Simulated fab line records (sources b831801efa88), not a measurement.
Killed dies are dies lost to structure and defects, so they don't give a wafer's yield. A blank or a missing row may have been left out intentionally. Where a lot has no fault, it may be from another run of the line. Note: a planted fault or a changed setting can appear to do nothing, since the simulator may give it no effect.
The tool behind it: which one?    flow gf180mcu    7 lots with 21 wafers sampled at 3 steps, on a route of 602 steps

== WHAT THE GAUGES READ, wafer by wafer ==
GF_V5_BOW_MEAS_05.
lot   measured      on             V5_BOW (um)
L375  day 27 01:56  film_metro-04  121 129 134
L383  day 29 13:24  film_metro-04  117 119 132
L387  day 30 16:28  film_metro-04  135 118 128
L389  day 31 05:18  film_metro-04  152 129 137
L392  day 31 21:38  film_metro-02  141 134 129
L394  day 32 07:44  film_metro-04  131 128 125
L396  day 32 22:02  film_metro-04  136 134 142

== TOOL THAT RAN EACH LOT (tool first, then ch and the chambers of the sampled wafers, then the start) ==
lot   GF_HV_LDD_SOFTBAKE_27              GF_V5_CMP_04
L375  litho_track-04 ch 0, day 11 22:44  cmp-01 ch 2,3, day 27 01:39
L383  litho_track-01 ch 0, day 14 08:10  cmp-02 ch 0,2, day 29 13:09
L387  litho_track-04 ch 0, day 15 13:35  cmp-01 ch 2,3, day 30 16:10
L389  litho_track-02 ch 0, day 16 07:39  cmp-01 ch 2,3, day 31 05:00
L392  litho_track-02 ch 0, day 17 04:42  cmp-02 ch 2,3, day 31 21:20
L394  litho_track-04 ch 0, day 17 16:17  cmp-02 ch 1,2, day 32 07:27
L396  litho_track-01 ch 0, day 18 12:20  cmp-01 ch 0,2,3, day 32 21:46
- GF_HV_LDD_SOFTBAKE_27: time 60 s.
- GF_V5_CMP_04: polishes SiO2.

== THE ANSWER, worked out from the rows above alone ==
Rule: usual is defined by the lots themselves. Put in order of their means at a reading, lots are off if they are a third of the lots or fewer, leave a main group of 4 or more, and stand apart from it by a gap of 3 or more times the standard deviation of the main group's means; of several such gaps the widest counts. A main group whose means are all the same, to the digits that the tables above print for the reading, isn't used. Also off: a lot with no number at a reading for which 4 or more lots have one. The other lots that the step has rows for count as sound.
No lot is off at any reading shown: from this, nothing can be told.

== WHAT HAD BEEN PUT IN BY THE SIMULATOR ==
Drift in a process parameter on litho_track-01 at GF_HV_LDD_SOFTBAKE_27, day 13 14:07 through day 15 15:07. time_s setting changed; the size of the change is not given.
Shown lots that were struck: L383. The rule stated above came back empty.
